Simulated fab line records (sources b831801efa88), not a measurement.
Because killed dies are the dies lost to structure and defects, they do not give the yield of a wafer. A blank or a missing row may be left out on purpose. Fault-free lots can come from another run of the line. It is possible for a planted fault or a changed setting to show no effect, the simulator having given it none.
Lot-split experiment || flow gf180mcu || 23 wafers read from 5 lots, route of 602 steps

THE SPLIT ITSELF
At GF_V1_SPUTTER_21 (material Ti, target thk 15 nm, time 80.02 s), the setting time_s was moved away from the recipe's 80.02 s on 7 of the 23 wafers read, by -10.5% to +12.5%. The other wafers ran this setting at the recipe's value.

The reading comes from the split's own step.

THE READING
Ti_of_V1_SPUTTER_21.thk_nm (the simulator's own value, which no gauge read), in nm, at GF_V1_SPUTTER_21 (material Ti, target thk 15 nm, time 80.02 s). There is no usual value for it anywhere in the file. Here, 16 wafers ran the recipe; their average is 14.98 nm with a standard deviation of 0.19 nm.

{"wafer": "L074.1", "tool, chamber at the split": "pvd_sputter-03, -", "time_s as run, s": 80.02, "against the recipe": "recipe", "Ti_of_V1_SPUTTER_21.thk_nm, nm": 15.33, "against lot-mates on the recipe": "-"}
{"wafer": "L074.4", "tool, chamber at the split": "pvd_sputter-03, -", "time_s as run, s": 80.02, "against the recipe": "recipe", "Ti_of_V1_SPUTTER_21.thk_nm, nm": 15.26, "against lot-mates on the recipe": "-"}
{"wafer": "L074.6", "tool, chamber at the split": "pvd_sputter-03, -", "time_s as run, s": 80.02, "against the recipe": "recipe", "Ti_of_V1_SPUTTER_21.thk_nm, nm": 15.4, "against lot-mates on the recipe": "-"}
{"wafer": "L078.1", "tool, chamber at the split": "pvd_sputter-04, -", "time_s as run, s": 80.02, "against the recipe": "recipe", "Ti_of_V1_SPUTTER_21.thk_nm, nm": 15.01, "against lot-mates on the recipe": "-"}
{"wafer": "L078.2", "tool, chamber at the split": "pvd_sputter-04, -", "time_s as run, s": 80.02, "against the recipe": "recipe", "Ti_of_V1_SPUTTER_21.thk_nm, nm": 14.89, "against lot-mates on the recipe": "-"}
{"wafer": "L078.3", "tool, chamber at the split": "pvd_sputter-04, -", "time_s as run, s": 80.02, "against the recipe": "recipe", "Ti_of_V1_SPUTTER_21.thk_nm, nm": 14.81, "against lot-mates on the recipe": "-"}
{"wafer": "L078.4", "tool, chamber at the split": "pvd_sputter-04, -", "time_s as run, s": 80.02, "against the recipe": "recipe", "Ti_of_V1_SPUTTER_21.thk_nm, nm": 14.98, "against lot-mates on the recipe": "-"}
{"wafer": "L078.6", "tool, chamber at the split": "pvd_sputter-04, -", "time_s as run, s": 80.02, "against the recipe": "recipe", "Ti_of_V1_SPUTTER_21.thk_nm, nm": 14.77, "against lot-mates on the recipe": "-"}
{"wafer": "L079.1", "tool, chamber at the split": "pvd_sputter-01, -", "time_s as run, s": 89.78, "against the recipe": "+12.2%", "Ti_of_V1_SPUTTER_21.thk_nm, nm": 16.77, "against lot-mates on the recipe": "+1.91"}
{"wafer": "L079.2", "tool, chamber at the split": "pvd_sputter-01, -", "time_s as run, s": 89.78, "against the recipe": "+12.2%", "Ti_of_V1_SPUTTER_21.thk_nm, nm": 16.92, "against lot-mates on the recipe": "+2.07"}
{"wafer": "L079.3", "tool, chamber at the split": "pvd_sputter-01, -", "time_s as run, s": 80.02, "against the recipe": "recipe", "Ti_of_V1_SPUTTER_21.thk_nm, nm": 14.82, "against lot-mates on the recipe": "-"}
{"wafer": "L079.5", "tool, chamber at the split": "pvd_sputter-01, -", "time_s as run, s": 89.78, "against the recipe": "+12.2%", "Ti_of_V1_SPUTTER_21.thk_nm, nm": 16.84, "against lot-mates on the recipe": "+1.98"}
{"wafer": "L079.6", "tool, chamber at the split": "pvd_sputter-01, -", "time_s as run, s": 80.02, "against the recipe": "recipe", "Ti_of_V1_SPUTTER_21.thk_nm, nm": 14.89, "against lot-mates on the recipe": "-"}
{"wafer": "L082.1", "tool, chamber at the split": "pvd_sputter-01, -", "time_s as run, s": 71.59, "against the recipe": "-10.5%", "Ti_of_V1_SPUTTER_21.thk_nm, nm": 13.46, "against lot-mates on the recipe": -1.47}
{"wafer": "L082.3", "tool, chamber at the split": "pvd_sputter-01, -", "time_s as run, s": 80.02, "against the recipe": "recipe", "Ti_of_V1_SPUTTER_21.thk_nm, nm": 14.81, "against lot-mates on the recipe": "-"}
{"wafer": "L082.4", "tool, chamber at the split": "pvd_sputter-01, -", "time_s as run, s": 80.02, "against the recipe": "recipe", "Ti_of_V1_SPUTTER_21.thk_nm, nm": 15, "against lot-mates on the recipe": "-"}
{"wafer": "L082.5", "tool, chamber at the split": "pvd_sputter-01, -", "time_s as run, s": 71.59, "against the recipe": "-10.5%", "Ti_of_V1_SPUTTER_21.thk_nm, nm": 13.14, "against lot-mates on the recipe": -1.79}
{"wafer": "L082.6", "tool, chamber at the split": "pvd_sputter-01, -", "time_s as run, s": 80.02, "against the recipe": "recipe", "Ti_of_V1_SPUTTER_21.thk_nm, nm": 14.97, "against lot-mates on the recipe": "-"}
{"wafer": "L085.1", "tool, chamber at the split": "pvd_sputter-01, -", "time_s as run, s": 80.02, "against the recipe": "recipe", "Ti_of_V1_SPUTTER_21.thk_nm, nm": 14.95, "against lot-mates on the recipe": "-"}
{"wafer": "L085.2", "tool, chamber at the split": "pvd_sputter-01, -", "time_s as run, s": 80.02, "against the recipe": "recipe", "Ti_of_V1_SPUTTER_21.thk_nm, nm": 14.82, "against lot-mates on the recipe": "-"}
{"wafer": "L085.4", "tool, chamber at the split": "pvd_sputter-01, -", "time_s as run, s": 90.06, "against the recipe": "+12.5%", "Ti_of_V1_SPUTTER_21.thk_nm, nm": 16.77, "against lot-mates on the recipe": "+1.84"}
{"wafer": "L085.5", "tool, chamber at the split": "pvd_sputter-01, -", "time_s as run, s": 80.02, "against the recipe": "recipe", "Ti_of_V1_SPUTTER_21.thk_nm, nm": 15.02, "against lot-mates on the recipe": "-"}
{"wafer": "L085.6", "tool, chamber at the split": "pvd_sputter-01, -", "time_s as run, s": 90.06, "against the recipe": "+12.5%", "Ti_of_V1_SPUTTER_21.thk_nm, nm": 16.5, "against lot-mates on the recipe": "+1.57"}

THE FIT
A straight line over all 23 wafers: Ti_of_V1_SPUTTER_21.thk_nm changes by +0.148 nm for each +1% of time_s; r = +0.98; the points scatter about the line by 0.19 nm.
The same after taking each lot's own level away (the mean of its wafers on the recipe; 23 wafers): +0.153 nm for each +1%; r = +0.99; scatter 0.13 nm.
That fit puts the effect of the largest move of time_s on the reading at 1.9 nm.
Across the lots, their own levels run from 14.855 to 15.330 nm, a range of 2.6 times the standard deviation given above.
Consequently the slope shifts little with the lot-to-lot level, the two slopes agreeing.
Check: for one of the wafers moved furthest among these (+12.5%), held out of the fit, the line's prediction against its lot-mates is +1.92 nm. It came out at +1.84 nm against them.

FURTHER SPLITS ON THESE WAFERS
Note: prior to the reading, these wafers also went through further splits. Each is held against what the fit with the lots' levels taken away leaves over:
{"other split on the same wafers": "GF_CONTACT_CVD_00 sih4_flow_sccm", "wafers away from the commonest value": 8, "r with Ti_of_V1_SPUTTER_21.thk_nm (lot level and that fit taken away)": "+0.29"}
{"other split on the same wafers": "GF_CONTACT_CMP_04 leave_above_ref_nm", "wafers away from the commonest value": 7, "r with Ti_of_V1_SPUTTER_21.thk_nm (lot level and that fit taken away)": -0.41}
{"other split on the same wafers": "GF_CONTACT_PEB_12 peb_time_s", "wafers away from the commonest value": 6, "r with Ti_of_V1_SPUTTER_21.thk_nm (lot level and that fit taken away)": "+0.28"}
{"other split on the same wafers": "GF_CONTACT_CVD_24 temp_c", "wafers away from the commonest value": 7, "r with Ti_of_V1_SPUTTER_21.thk_nm (lot level and that fit taken away)": -0.15}
{"other split on the same wafers": "GF_M1_PEB_12 peb_temp_c", "wafers away from the commonest value": 10, "r with Ti_of_V1_SPUTTER_21.thk_nm (lot level and that fit taken away)": "+0.20"}
{"other split on the same wafers": "GF_M1_METAL_ETCH_16 bias_w", "wafers away from the commonest value": 7, "r with Ti_of_V1_SPUTTER_21.thk_nm (lot level and that fit taken away)": -0.05}
{"other split on the same wafers": "GF_V1_COAT_09 resist_thk_nm", "wafers away from the commonest value": 8, "r with Ti_of_V1_SPUTTER_21.thk_nm (lot level and that fit taken away)": "+0.06"}
{"other split on the same wafers": "GF_V1_DEVELOP_13 develop_time_s", "wafers away from the commonest value": 7, "r with Ti_of_V1_SPUTTER_21.thk_nm (lot level and that fit taken away)": -0.19}

FILE'S OWN FIT
Ti_of_V1_SPUTTER_21.thk_nm changes by +0.151 nm for each +1% of time_s, r = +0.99.
